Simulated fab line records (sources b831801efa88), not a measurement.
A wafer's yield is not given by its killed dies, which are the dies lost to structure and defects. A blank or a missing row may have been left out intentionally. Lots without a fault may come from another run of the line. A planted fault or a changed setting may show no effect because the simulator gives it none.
Chamber matching / flow gf180mcu / GF_V3_CVD_02 on pecvd-01 has 3 sister chambers
The step deposits SiO2 from TEOS, target thk 850 nm, time 94.851 s. 3 wafers are shown with their chamber, then 11 later ones without.

EACH WAFER AND ITS CHAMBER
wafer=L092.2; chamber=1; heaterPowerW (W)=540
wafer=L092.6; chamber=2; heaterPowerW (W)=584
wafer=L093.4; chamber=0; heaterPowerW (W)=549

WAFERS MISSING THEIR CHAMBER
wafer=L093.5; heaterPowerW (W)=587
wafer=L093.6; heaterPowerW (W)=522
wafer=L095.2; heaterPowerW (W)=581
wafer=L095.3; heaterPowerW (W)=609
wafer=L095.5; heaterPowerW (W)=640
wafer=L096.2; heaterPowerW (W)=601
wafer=L096.3; heaterPowerW (W)=755
wafer=L096.6; heaterPowerW (W)=459
wafer=L097.2; heaterPowerW (W)=505
wafer=L097.3; heaterPowerW (W)=617
wafer=L097.6; heaterPowerW (W)=549

WHICH CHAMBER EACH WENT THROUGH
wafer=L093.5; from the rows above=can't be placed: 2 or 0 or 1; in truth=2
wafer=L093.6; from the rows above=can't be placed: 1 or 0 or 2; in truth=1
wafer=L095.2; from the rows above=can't be placed: 2 or 0 or 1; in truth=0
wafer=L095.3; from the rows above=can't be placed: 2 or 0 or 1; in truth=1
wafer=L095.5; from the rows above=can't be placed: 2 or 0 or 1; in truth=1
wafer=L096.2; from the rows above=can't be placed: 2 or 0 or 1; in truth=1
wafer=L096.3; from the rows above=can't be placed: 2 or 0 or 1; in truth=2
wafer=L096.6; from the rows above=can't be placed: 1 or 0 or 2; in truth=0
wafer=L097.2; from the rows above=can't be placed: 1 or 0 or 2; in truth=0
wafer=L097.3; from the rows above=can't be placed: 2 or 0 or 1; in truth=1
wafer=L097.6; from the rows above=can't be placed: 0 or 1 or 2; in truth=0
Placed correctly: 0 of 11. Not placeable from these rows: 11 (in 11, the candidates include the true chamber). Wrongly placed: 0.
How it was worked out, from the rows above alone: a wafer's distance from a chamber is the root of the sum, over the readings, of the square of ((its reading less the chamber's mean) divided by the reading's scatter). The wafer belongs to the nearest chamber; if the next one is less than 2 further off, it can't be placed. A chamber's mean is the mean of its shown wafers. The scatter (one wafer shown for each chamber): square how far every hidden wafer sits from the nearest shown wafer, average those squares and take the square root.
